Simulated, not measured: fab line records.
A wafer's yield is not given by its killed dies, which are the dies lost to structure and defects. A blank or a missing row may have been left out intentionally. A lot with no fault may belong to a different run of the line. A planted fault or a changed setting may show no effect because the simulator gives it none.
fab line records	flow sky130
record lots=24	wafers=72	last-day=50
route steps=708 shown POLY_GATE@218 VIA2@523 CAPM@538 VIA3@587 METAL4@599 METAL5@664
lots that met no fault: taken from a fault-free run of the same line
start-h: hours from the record's opening day to when the first of the lot's shown wafers began	wait-h: hours elapsed since this lot's preceding step	" the same as in the row above	L1.1+2: a single row standing in for several wafers	- value missing, or start not given	* or withheld: withheld	< > ~ a bound
route shown NAME@n: NAME is a module with steps in the file, n the number in the route of the first one	usual: mean and standard deviation over wafers with no fault	same: alike in all rows	chamber/n: place in a boat	sites: each site's reading	_std_site: how widely they spread, as a standard deviation	_edge_site: outer sites' mean less inner sites'	radius-mm: for every site, how far away it sits from the centre of the wafer	mask NAME#n: copy n	behind: the tool/chamber that last shaped the wafer	hold: the reason the lot was held/the length of the hold in hours/how it ended	device: the n, p or np transistor that did not switch	end of line: the route-end tests of the same wafers	a step with no rows: only its recipe	killed: not the wafer's yield, but the dies lost to structure and defects at the first sort	map: dies across one wafer; x = killed, . = not, _ = none there
set.NAME: the setting the step ran with; set.NAME@STEP: the setting that earlier step ran with	model.NAME: the simulator's own value behind a step, which no gauge read
a sample of lots followed through the steps of the route, with each step as a table and each wafer as a row
services: when a tool's chamber went out of use (start-h, in hours from the record's first day, below 0 if earlier), for how many hours, and the reason
## steps
# step SKY_POLY_GATE_THK_MEAS_04
# recipe reads=Si3N4_of_POLY_GATE_CVD_03
# usual POLY_GATE_CVD_03_THK=74.8/0.97
lot.wafer	tool	chamber	start-h	wait-h	POLY_GATE_CVD_03_THK[nm]
L074.2	film-metro-03	-	337.56	0.0	76.0
L074.3	"	-	"	"	75.5
L074.4	"	-	"	"	76.4
L075.1	film-metro-03	-	355.01	0.0	75.1
L075.5	"	-	"	"	75.1
L075.6	"	-	"	"	74.7
L076.2	film-metro-01	-	367.34	0.0	75.4
L076.3	"	-	"	"	75.6
L076.5	"	-	"	"	75.7
L077.1	film-metro-04	-	371.93	0.0	74.7
L077.4	"	-	"	"	74.8
L077.5	"	-	"	"	74.4
L078.1	film-metro-01	-	379.84	0.0	75.9
L078.4	"	-	"	"	75.5
L078.6	"	-	"	"	75.8
L079.1	film-metro-01	-	387.71	0.0	76.2
L079.3	"	-	"	"	76.4
L079.5	"	-	"	"	76.0
L080.3	film-metro-04	-	395.17	0.0	75.0
L080.5	"	-	"	"	74.3
L080.6	"	-	"	"	75.4
L081.1	film-metro-04	-	401.41	0.0	74.6
L081.3	"	-	"	"	75.3
L081.4	"	-	"	"	74.5
L082.2	film-metro-03	-	417.53	0.0	75.3
L082.5	"	-	"	"	75.4
L082.6	"	-	"	"	75.1
L083.3	film-metro-04	-	427.81	0.0	72.7
L083.4	"	-	"	"	72.6
L083.6	"	-	"	"	72.7
L084.3	film-metro-03	-	436.20	0.0	74.2
L084.5	"	-	"	"	73.7
L084.6	"	-	"	"	73.6
L085.3	film-metro-01	-	436.20	0.0	74.9
L085.5	"	-	"	"	74.2
L085.6	"	-	"	"	74.1
L086.1	film-metro-04	-	447.40	0.0	73.8
L086.2	"	-	"	"	73.1
L086.5	"	-	"	"	73.5
L087.1	film-metro-01	-	456.38	0.0	73.4
L087.2	"	-	"	"	73.5
L087.4	"	-	"	"	73.4
L088.2	film-metro-03	-	469.83	0.0	74.1
L088.3	"	-	"	"	74.6
L088.6	"	-	"	"	74.5
L089.4	film-metro-04	-	485.03	0.0	75.1
L089.5	"	-	"	"	74.8
L089.6	"	-	"	"	74.7
L091.3	film-metro-04	-	490.57	0.0	74.7
L091.4	"	-	"	"	75.0
L091.6	"	-	"	"	74.9
L090.1	film-metro-03	-	492.66	0.0	75.2
L090.2	"	-	"	"	74.5
L090.5	"	-	"	"	74.8
L092.2	film-metro-01	-	499.16	0.0	74.7
L092.3	"	-	"	"	74.9
L092.4	"	-	"	"	74.4
L093.1	film-metro-01	-	508.07	0.0	75.3
L093.2	"	-	"	"	75.2
L093.6	"	-	"	"	75.2
L095.2	film-metro-01	-	511.08	0.0	75.8
L095.4	"	-	"	"	77.1
L095.5	"	-	"	"	76.5
L094.1	film-metro-04	-	515.70	0.0	75.6
L094.5	"	-	"	"	75.9
L094.6	"	-	"	"	75.7
L096.3	film-metro-04	-	523.10	0.0	74.0
L096.4	"	-	"	"	73.3
L096.6	"	-	"	"	73.2
L097.2	film-metro-04	-	539.36	0.0	74.7
L097.4	"	-	"	"	74.3
L097.5	"	-	"	"	73.8
# step SKY_VIA2_STRIP_16
# recipe chemistry=O2/N2	power-w=1400	pressure-mtorr=1500	platen-temp-c=withheld	o2-flow-sccm=3000	n2-flow-sccm=300	overash-fraction=0.5
# usual drypump-motor-current-A=5.62/0.26	oes-product-au=0.399/0.0038	strip-time-to-endpoint-s=4.051/0.028
lot.wafer	tool	chamber	start-h	wait-h	drypump-motor-current-A	oes-product-au	rf-hours-counter-h	strip-time-to-endpoint-s
L074.2	plasma-asher-02	1	843.67	0.0	5.24	0.401	8	3.986
L074.3	"	0	"	"	5.77	0.391	-	4.048
L074.4	"	1	"	"	5.24	0.405	-	4.006
L075.1	plasma-asher-04	1	862.64	0.0	5.95	0.398	43	4.049
L075.5	"	1	"	"	5.97	0.401	-	4.067
L075.6	"	0	"	"	5.65	0.402	-	4.029
L076.2	plasma-asher-03	0	874.67	0.0	5.29	0.406	104	4.075
L076.3	"	1	"	"	5.77	0.400	-	4.027
L076.5	"	0	"	"	5.29	0.399	-	4.022
L077.1	plasma-asher-03	0	877.84	0.0	5.26	0.403	104	4.069
L077.4	"	0	"	"	5.26	0.398	-	4.035
L077.5	"	0	"	"	5.28	0.400	-	4.064
L078.1	plasma-asher-02	1	882.29	0.0	5.25	0.397	12	4.083
L078.4	"	1	"	"	5.23	0.395	-	4.057
L078.6	"	1	"	"	5.25	0.397	-	4.090
L079.1	plasma-asher-03	0	890.23	0.0	5.26	0.395	106	4.086
L079.3	"	1	"	"	5.73	0.402	-	4.087
L079.5	"	0	"	"	5.28	0.405	-	4.066
L080.3	plasma-asher-04	0	894.96	0.1	5.64	0.401	-	4.023
L080.5	"	1	"	"	5.95	0.398	-	4.004
L080.6	"	0	"	"	5.65	0.397	-	4.015
L081.1	plasma-asher-04	0	907.87	0.0	5.64	0.403	48	4.104
L081.3	"	1	"	"	5.96	0.400	-	4.090
L081.4	"	0	"	"	5.67	0.400	-	4.020
L082.2	plasma-asher-04	1	918.27	0.0	5.93	0.403	49	4.082
L082.5	"	0	"	"	5.68	0.405	-	4.093
L082.6	"	1	"	"	5.96	0.402	-	4.106
L083.3	plasma-asher-04	1	924.46	0.1	5.93	0.400	-	4.103
L083.4	"	0	"	"	5.66	0.402	-	4.100
L083.6	"	1	"	"	5.92	0.396	-	4.086
L085.3	plasma-asher-03	0	930.86	0.1	5.25	0.398	-	4.032
L085.5	"	1	"	"	5.73	0.397	-	4.066
L085.6	"	0	"	"	5.24	0.389	-	4.043
L084.3	plasma-asher-04	0	932.46	0.1	5.69	0.391	-	4.026
L084.5	"	0	"	"	5.66	0.396	-	4.073
L084.6	"	1	"	"	5.94	0.408	-	4.029
L086.1	plasma-asher-02	1	941.76	0.0	5.22	0.402	18	4.038
L086.2	"	0	"	"	5.78	0.404	18	4.055
L086.5	"	0	"	"	5.77	0.404	-	4.088
L087.1	plasma-asher-03	0	946.77	0.0	5.26	0.394	112	4.002
L087.2	"	1	"	"	5.80	0.400	112	4.044
L087.4	"	1	"	"	5.78	0.391	-	4.003
L088.2	plasma-asher-04	0	957.04	0.0	5.65	0.401	52	4.041
L088.3	"	0	"	"	5.69	0.397	-	4.072
L088.6	"	0	"	"	5.67	0.394	-	4.054
L089.4	plasma-asher-03	0	970.22	0.1	5.28	0.395	-	4.041
L089.5	"	0	"	"	5.28	0.398	-	4.018
L089.6	"	1	"	"	5.77	0.391	-	4.030
L091.3	plasma-asher-03	1	972.61	0.1	5.72	0.400	-	4.085
L091.4	"	0	"	"	5.26	0.400	-	4.066
L091.6	"	1	"	"	5.77	0.393	-	4.048
L090.1	plasma-asher-02	0	978.64	0.0	5.78	0.408	22	4.051
L090.2	"	1	"	"	5.27	0.392	22	4.055
L090.5	"	0	"	"	5.78	0.399	-	4.045
L092.2	plasma-asher-02	1	979.23	0.0	5.26	0.400	22	4.026
L092.3	"	0	"	"	5.75	0.397	-	4.053
L092.4	"	1	"	"	5.26	0.400	-	4.052
L093.1	plasma-asher-04	0	990.58	0.0	5.67	0.394	56	4.068
L093.2	"	1	"	"	5.96	0.407	56	4.100
L093.6	"	1	"	"	5.95	0.393	-	4.079
L095.2	plasma-asher-04	0	991.54	0.0	5.67	0.401	56	4.015
L095.4	"	0	"	"	5.65	0.403	-	4.053
L095.5	"	0	"	"	5.67	0.394	-	3.996
L094.1	plasma-asher-03	1	992.84	0.0	5.78	0.396	116	4.037
L094.5	"	0	"	"	5.26	0.402	-	4.068
L094.6	"	1	"	"	5.74	0.398	-	4.037
L096.3	plasma-asher-02	1	995.87	0.1	5.23	0.409	-	3.997
L096.4	"	0	"	"	5.75	0.392	-	4.044
L096.6	"	0	"	"	5.75	0.396	-	4.014
L097.2	plasma-asher-02	1	1012.27	0.0	5.24	0.398	25	4.042
L097.4	"	1	"	"	5.24	0.403	-	4.055
L097.5	"	1	"	"	5.23	0.401	-	4.032
# step SKY_CAPM_THK_MEAS_01
# recipe reads=SiO2_of_CAPM_CVD_00
# usual CAPM_CVD_00_THK=15.55/0.23
lot.wafer	tool	chamber	start-h	wait-h	CAPM_CVD_00_THK[nm]
L074.2	film-metro-03	-	845.17	-	15.75
L074.3	"	-	"	"	15.61
L074.4	"	-	"	"	15.58
L075.1	film-metro-02	-	864.08	-	15.54
L075.5	"	-	"	"	15.87
L075.6	"	-	"	"	15.32
L076.2	film-metro-02	-	876.13	-	15.65
L076.3	"	-	"	"	15.42
L076.5	"	-	"	"	15.40
L077.1	film-metro-02	-	879.28	-	15.42
L077.4	"	-	"	"	15.58
L077.5	"	-	"	"	15.34
L078.1	film-metro-02	-	883.76	-	15.31
L078.4	"	-	"	"	15.52
L078.6	"	-	"	"	15.94
L079.1	film-metro-01	-	891.67	-	15.20
L079.3	"	-	"	"	15.64
L079.5	"	-	"	"	15.65
L080.3	film-metro-01	-	896.39	-	15.25
L080.5	"	-	"	"	15.69
L080.6	"	-	"	"	15.36
L081.1	film-metro-01	-	909.31	-	15.34
L081.3	"	-	"	"	15.35
L081.4	"	-	"	"	15.68
L082.2	film-metro-02	-	919.96	-	15.14
L082.5	"	-	"	"	15.55
L082.6	"	-	"	"	15.40
L083.3	film-metro-01	-	925.89	-	15.42
L083.4	"	-	"	"	15.56
L083.6	"	-	"	"	15.26
L085.3	film-metro-01	-	932.32	-	15.36
L085.5	"	-	"	"	15.55
L085.6	"	-	"	"	15.51
L084.3	film-metro-02	-	933.92	-	15.73
L084.5	"	-	"	"	15.72
L084.6	"	-	"	"	15.85
L086.1	film-metro-02	-	943.20	-	15.30
L086.2	"	-	"	"	15.39
L086.5	"	-	"	"	15.50
L087.1	film-metro-02	-	948.23	-	15.53
L087.2	"	-	"	"	15.45
L087.4	"	-	"	"	15.76
L088.2	film-metro-02	-	958.51	-	15.28
L088.3	"	-	"	"	15.76
L088.6	"	-	"	"	15.30
L089.4	film-metro-02	-	971.67	-	15.97
L089.5	"	-	"	"	15.87
L089.6	"	-	"	"	15.94
L091.3	film-metro-01	-	974.08	-	15.57
L091.4	"	-	"	"	15.94
L091.6	"	-	"	"	16.06
L090.1	film-metro-03	-	980.11	-	15.23
L090.2	"	-	"	"	15.57
L090.5	"	-	"	"	15.98
L092.2	film-metro-02	-	980.75	-	15.58
L092.3	"	-	"	"	15.19
L092.4	"	-	"	"	15.44
L093.1	film-metro-02	-	992.05	-	15.38
L093.2	"	-	"	"	15.36
L093.6	"	-	"	"	15.54
L095.2	film-metro-01	-	993.27	-	15.84
L095.4	"	-	"	"	15.66
L095.5	"	-	"	"	16.00
L094.1	film-metro-03	-	994.28	-	15.38
L094.5	"	-	"	"	15.45
L094.6	"	-	"	"	15.24
L096.3	film-metro-03	-	997.29	-	15.90
L096.4	"	-	"	"	15.92
L096.6	"	-	"	"	15.95
L097.2	film-metro-01	-	1014.01	-	15.41
L097.4	"	-	"	"	15.65
L097.5	"	-	"	"	15.56
# step SKY_VIA3_ETCH_14
# recipe chemistry=N2/H2	target=BARC	ion-energy-ev=200	source-w=500	bias-w=100	pressure-mtorr=30	n2-flow-sccm=100	h2-flow-sccm=200	stop-on=SiO2	time-s=45.9	target-depth-a=600
# usual bias-w=99.99/0.3	drypump-motor-current-A=5.6/0.51	h2-flow-sccm=200.0/0.59	oes-product-au=0.855/0.0047	throttle-valve-pct=13.225/0.0087
lot.wafer	tool	chamber	start-h	wait-h	bias-w	drypump-motor-current-A	h2-flow-sccm	oes-product-au	rf-hours-counter-h	throttle-valve-pct
L074.2	rie-diel-04	0	923.84	0.0	100.50	5.0	199.0	0.847	15.0	13.222
L074.3	"	1	"	"	100.09	5.7	200.3	0.855	16.6	13.234
L074.4	"	2	"	"	99.80	6.0	199.8	0.852	14.8	13.224
L075.1	rie-diel-02	1	941.99	0.0	99.89	6.0	199.9	0.850	14.4	13.223
L075.5	"	2	"	"	100.40	5.1	200.1	0.852	-	13.226
L075.6	"	3	"	"	100.00	5.0	199.6	0.857	-	13.231
L076.2	rie-diel-02	2	951.92	0.0	99.06	5.1	198.8	0.862	16.3	13.222
L076.3	"	3	"	"	99.97	5.0	199.8	0.861	13.6	13.223
L076.5	"	0	"	"	99.86	6.7	200.1	0.857	-	13.225
L077.1	rie-diel-04	3	955.99	0.0	100.31	5.9	199.9	0.846	17.2	13.233
L077.4	"	2	"	"	100.59	6.1	200.3	0.860	15.8	13.237
L077.5	"	0	"	"	99.23	5.0	200.9	0.850	-	13.232
L078.1	rie-diel-04	3	960.42	0.0	99.85	5.9	200.4	0.848	17.3	13.216
L078.4	"	1	"	"	100.00	5.7	199.2	0.860	17.6	13.221
L078.6	"	1	"	"	100.08	5.7	200.1	0.855	-	13.226
L079.1	rie-diel-01	2	968.24	0.0	99.78	6.0	200.2	0.858	11.9	13.220
L079.3	"	3	"	"	100.73	5.9	201.4	0.855	18.0	13.220
L079.5	"	0	"	"	99.68	6.2	200.2	0.851	-	13.218
L080.3	rie-diel-01	0	972.12	0.0	99.89	6.2	200.9	0.850	13.1	13.227
L080.5	"	2	"	"	99.78	6.0	199.3	0.864	-	13.237
L080.6	"	1	"	"	99.52	5.6	200.1	0.862	-	13.220
L081.1	rie-diel-02	1	983.67	0.0	99.96	6.0	200.8	0.849	15.7	13.230
L081.3	"	2	"	"	100.31	5.1	199.0	0.855	17.3	13.220
L081.4	"	3	"	"	100.02	5.0	199.9	0.852	14.6	13.226
L082.2	rie-diel-02	0	995.14	0.0	100.14	6.7	199.4	0.863	19.3	13.224
L082.5	"	3	"	"	99.62	5.0	199.9	0.849	-	13.228
L082.6	"	0	"	"	100.13	6.7	200.4	0.849	-	13.220
L083.3	rie-diel-04	2	1000.62	0.0	99.78	6.0	200.4	0.862	16.5	13.238
L083.4	"	1	"	"	99.84	5.7	200.3	0.858	18.4	13.236
L083.6	"	3	"	"	99.92	5.9	199.9	0.865	-	13.226
L085.3	rie-diel-02	2	1006.62	0.0	99.82	5.1	200.4	0.851	18.5	13.212
L085.5	"	1	"	"	99.69	6.0	199.9	0.862	-	13.216
L085.6	"	3	"	"	99.38	5.0	200.5	0.856	-	13.231
L084.3	rie-diel-02	3	1007.59	0.0	99.83	5.1	200.0	0.850	15.8	13.231
L084.5	"	3	"	"	100.14	5.0	199.1	0.854	-	13.224
L084.6	"	1	"	"	99.79	6.0	199.8	0.859	-	13.222
L086.1	rie-diel-04	0	1017.12	0.0	100.20	5.0	199.5	0.861	17.0	13.220
L086.2	"	3	"	"	100.01	5.8	199.6	0.861	18.2	13.218
L086.5	"	3	"	"	100.41	5.9	200.4	0.860	-	13.225
L087.1	rie-diel-01	2	1021.24	0.0	99.72	5.9	200.1	0.846	14.5	13.227
L087.2	"	1	"	"	100.19	5.6	200.7	0.857	9.1	13.227
L087.4	"	1	"	"	99.95	5.6	200.5	0.856	-	13.235
L088.2	rie-diel-02	1	1031.47	0.0	100.52	6.0	200.2	0.860	18.0	13.222
L088.3	"	2	"	"	99.63	5.1	199.3	0.859	19.7	13.223
L088.6	"	2	"	"	99.79	5.1	199.7	0.856	-	13.236
L089.4	rie-diel-04	0	1042.81	0.0	99.93	4.9	200.1	0.858	-	13.214
L089.5	"	1	"	"	99.91	5.7	200.4	0.858	-	13.242
L089.6	"	3	"	"	100.40	5.8	200.6	0.857	-	13.220
L091.3	rie-diel-04	0	1046.34	0.0	100.37	4.9	199.5	0.853	18.6	13.232
L091.4	"	1	"	"	99.86	5.7	201.1	0.851	19.4	13.232
L091.6	"	3	"	"	99.94	5.8	199.8	0.856	-	13.225
L090.1	rie-diel-04	0	1051.39	0.0	99.64	4.9	199.8	0.851	18.7	13.213
L090.2	"	1	"	"	100.22	5.7	199.1	0.863	19.6	13.226
L090.5	"	2	"	"	100.07	6.0	200.3	0.859	-	13.243
L092.2	rie-diel-04	1	1052.22	0.0	99.96	5.7	200.1	0.850	19.7	13.232
L092.3	"	2	"	"	100.04	6.0	199.5	0.851	17.0	13.207
L092.4	"	3	"	"	99.86	5.9	200.3	0.860	20.1	13.221
L093.1	rie-diel-02	0	1062.27	0.0	99.97	6.7	199.7	0.851	21.8	13.225
L093.2	"	1	"	"	100.42	6.0	199.9	0.848	19.2	13.230
L093.6	"	2	"	"	99.65	5.1	200.3	0.846	-	13.215
L095.2	rie-diel-01	0	1063.49	0.0	100.05	6.1	199.2	0.851	17.5	13.240
L095.4	"	0	"	"	99.90	6.1	198.9	0.859	-	13.237
L095.5	"	1	"	"	99.83	5.5	200.6	0.853	-	13.220
L094.1	rie-diel-02	3	1064.54	0.0	100.02	5.0	199.7	0.856	18.3	13.248
L094.5	"	3	"	"	99.84	5.0	199.8	0.863	-	13.216
L094.6	"	2	"	"	99.57	5.1	199.3	0.859	-	13.232
L096.3	rie-diel-02	0	1066.39	0.0	100.12	6.7	199.8	0.852	22.0	13.228
L096.4	"	1	"	"	100.19	6.0	199.6	0.859	19.3	13.210
L096.6	"	2	"	"	99.82	5.1	198.6	0.856	-	13.223
L097.2	rie-diel-01	1	1083.24	0.0	99.63	5.6	200.6	0.853	11.3	13.233
L097.4	"	2	"	"	100.36	6.0	198.7	0.855	16.7	13.230
L097.5	"	3	"	"	100.13	5.9	199.5	0.860	-	13.226
# step SKY_METAL4_SPUTTER_01
# recipe material=TiN	target-thk-nm=20	power-w=6500	time-s=16.7	chamber-pressure-pa=0.4
# usual throttle-valve-pct=30.0/1.4
lot.wafer	tool	chamber	start-h	wait-h	throttle-valve-pct
L074.2	pvd-sputter-04	-	925.22	0.0	30.6
L074.3	"	-	"	"	28.0
L074.4	"	-	"	"	28.1
L075.1	pvd-sputter-04	-	943.41	0.0	30.9
L075.5	"	-	"	"	30.8
L075.6	"	-	"	"	28.2
L076.2	pvd-sputter-04	-	953.30	0.0	28.4
L076.3	"	-	"	"	27.8
L076.5	"	-	"	"	28.2
L077.1	pvd-sputter-01	-	957.37	0.0	30.1
L077.4	"	-	"	"	30.4
L077.5	"	-	"	"	30.5
L078.1	pvd-sputter-04	-	961.81	0.0	31.6
L078.4	"	-	"	"	28.3
L078.6	"	-	"	"	31.0
L079.1	pvd-sputter-01	-	969.62	0.0	30.3
L079.3	"	-	"	"	30.1
L079.5	"	-	"	"	30.2
L080.3	pvd-sputter-01	-	973.54	0.0	30.5
L080.5	"	-	"	"	30.3
L080.6	"	-	"	"	30.0
L081.1	pvd-sputter-04	-	985.05	0.0	28.2
L081.3	"	-	"	"	31.8
L081.4	"	-	"	"	31.1
L082.2	pvd-sputter-01	-	996.52	0.0	30.5
L082.5	"	-	"	"	31.7
L082.6	"	-	"	"	30.3
L083.3	pvd-sputter-04	-	1002.06	0.0	28.3
L083.4	"	-	"	"	30.8
L083.6	"	-	"	"	30.8
L085.3	pvd-sputter-01	-	1008.12	0.0	30.5
L085.5	"	-	"	"	30.4
L085.6	"	-	"	"	29.8
L084.3	pvd-sputter-02	-	1008.97	0.0	29.7
L084.5	"	-	"	"	28.0
L084.6	"	-	"	"	29.7
L086.1	pvd-sputter-04	-	1018.58	0.0	28.4
L086.2	"	-	"	"	31.6
L086.5	"	-	"	"	30.9
L087.1	pvd-sputter-04	-	1022.62	0.0	30.7
L087.2	"	-	"	"	31.6
L087.4	"	-	"	"	31.1
L088.2	pvd-sputter-04	-	1032.85	0.0	31.0
L088.3	"	-	"	"	28.1
L088.6	"	-	"	"	31.5
L089.4	pvd-sputter-02	-	1044.17	0.0	28.3
L089.5	"	-	"	"	29.8
L089.6	"	-	"	"	31.1
L091.3	pvd-sputter-02	-	1047.75	0.0	27.9
L091.4	"	-	"	"	30.9
L091.6	"	-	"	"	29.6
L090.1	pvd-sputter-04	-	1052.77	0.0	31.6
L090.2	"	-	"	"	27.8
L090.5	"	-	"	"	28.2
L092.2	pvd-sputter-02	-	1053.60	0.0	29.6
L092.3	"	-	"	"	29.9
L092.4	"	-	"	"	27.8
L093.1	pvd-sputter-04	-	1063.65	0.0	31.8
L093.2	"	-	"	"	31.1
L093.6	"	-	"	"	31.4
L095.2	pvd-sputter-04	-	1064.87	0.0	28.0
L095.4	"	-	"	"	31.0
L095.5	"	-	"	"	28.1
L094.1	pvd-sputter-04	-	1065.93	0.0	30.8
L094.5	"	-	"	"	28.4
L094.6	"	-	"	"	31.8
L096.3	pvd-sputter-02	-	1067.77	0.0	29.7
L096.4	"	-	"	"	27.9
L096.6	"	-	"	"	28.2
L097.2	pvd-sputter-01	-	1084.66	0.0	30.1
L097.4	"	-	"	"	31.6
L097.5	"	-	"	"	30.3
# step SKY_METAL5_SPUTTER_03
# recipe material=Ti	target-thk-nm=5	power-w=3000	time-s=3.3	chamber-pressure-pa=0.4
# usual throttle-valve-pct=30.0/1.4
lot.wafer	tool	chamber	start-h	wait-h	throttle-valve-pct
L074.2	pvd-sputter-03	-	1001.47	0.0	30.4
L074.3	"	-	"	"	29.3
L074.4	"	-	"	"	30.1
L075.1	pvd-sputter-02	-	1018.01	0.0	29.6
L075.5	"	-	"	"	29.8
L075.6	"	-	"	"	28.0
L076.2	pvd-sputter-02	-	1026.73	0.0	31.3
L076.3	"	-	"	"	28.1
L076.5	"	-	"	"	29.8
L077.1	pvd-sputter-02	-	1030.83	0.0	29.9
L077.4	"	-	"	"	29.9
L077.5	"	-	"	"	27.9
L078.1	pvd-sputter-04	-	1035.45	0.0	28.2
L078.4	"	-	"	"	28.0
L078.6	"	-	"	"	27.8
L079.1	pvd-sputter-04	-	1043.07	0.0	28.5
L079.3	"	-	"	"	31.6
L079.5	"	-	"	"	31.8
L080.3	pvd-sputter-04	-	1046.58	0.0	30.8
L080.5	"	-	"	"	31.1
L080.6	"	-	"	"	28.1
L081.1	pvd-sputter-02	-	1057.17	0.0	29.7
L081.3	"	-	"	"	28.3
L081.4	"	-	"	"	29.7
L082.2	pvd-sputter-04	-	1066.68	0.0	31.7
L082.5	"	-	"	"	31.6
L082.6	"	-	"	"	28.1
L083.3	pvd-sputter-03	-	1071.96	0.0	30.2
L083.4	"	-	"	"	29.5
L083.6	"	-	"	"	30.6
L085.3	pvd-sputter-03	-	1077.90	0.0	30.1
L085.5	"	-	"	"	30.3
L085.6	"	-	"	"	32.6
L084.3	pvd-sputter-03	-	1079.06	0.0	29.5
L084.5	"	-	"	"	30.6
L084.6	"	-	"	"	32.3
L086.1	pvd-sputter-02	-	1088.93	0.0	28.1
L086.2	"	-	"	"	31.0
L086.5	"	-	"	"	31.1
L087.1	pvd-sputter-03	-	1091.48	0.0	30.3
L087.2	"	-	"	"	30.6
L087.4	"	-	"	"	29.5
L088.2	pvd-sputter-04	-	1101.07	0.0	31.6
L088.3	"	-	"	"	28.1
L088.6	"	-	"	"	31.9
L089.4	pvd-sputter-03	-	1113.31	0.0	32.1
L089.5	"	-	"	"	29.5
L089.6	"	-	"	"	30.0
L091.3	pvd-sputter-04	-	1114.12	0.0	28.3
L091.4	"	-	"	"	28.2
L091.6	"	-	"	"	32.0
L090.1	pvd-sputter-03	-	1118.29	0.0	30.3
L090.2	"	-	"	"	32.2
L090.5	"	-	"	"	30.2
L092.2	pvd-sputter-02	-	1118.62	0.0	29.7
L092.3	"	-	"	"	30.9
L092.4	"	-	"	"	29.8
L093.1	pvd-sputter-04	-	1128.92	0.0	28.1
L093.2	"	-	"	"	31.9
L093.6	"	-	"	"	27.7
L095.2	pvd-sputter-03	-	1130.59	0.0	30.0
L095.4	"	-	"	"	30.2
L095.5	"	-	"	"	29.4
L094.1	pvd-sputter-04	-	1131.31	0.0	31.7
L094.5	"	-	"	"	31.6
L094.6	"	-	"	"	27.7
L096.3	pvd-sputter-02	-	1132.30	0.0	29.6
L096.4	"	-	"	"	29.6
L096.6	"	-	"	"	29.6
L097.2	pvd-sputter-03	-	1147.32	0.0	30.1
L097.4	"	-	"	"	32.2
L097.5	"	-	"	"	29.3
## services
tool	chamber	start-h	hours	kind
rie-diel-02	3	828.22	7.1	repair
rie-diel-04	1	857.24	9.9	repair
pvd-sputter-03	-	878.37	5.4	repair
pvd-sputter-01	-	879.90	1.4	repair
rie-diel-04	-	946.10	0.1	repair
pvd-sputter-03	-	949.14	14.9	repair
rie-diel-04	-	974.50	15.6	pm
pvd-sputter-01	-	984.22	1.3	repair
rie-diel-02	3	996.52	7.4	repair
plasma-asher-03	-	1001.37	4.3	pm
rie-diel-04	-	1002.56	13.0	repair
rie-diel-04	1	1005.27	23.5	repair
rie-diel-02	0	1005.39	8.9	repair
rie-diel-04	2	1008.66	34.8	repair
plasma-asher-04	-	1016.21	2.8	pm
plasma-asher-04	-	1035.81	0.7	repair
plasma-asher-03	-	1055.25	9.0	pm
pvd-sputter-02	-	1057.94	1.1	repair
pvd-sputter-04	-	1058.18	0.7	repair
pvd-sputter-04	-	1066.90	1.3	repair
rie-diel-04	3	1080.50	9.9	repair
pvd-sputter-04	-	1117.34	2.4	repair
rie-diel-04	-	1129.78	28.1	pm
pvd-sputter-02	-	1141.96	12.5	repair
## key
fault none
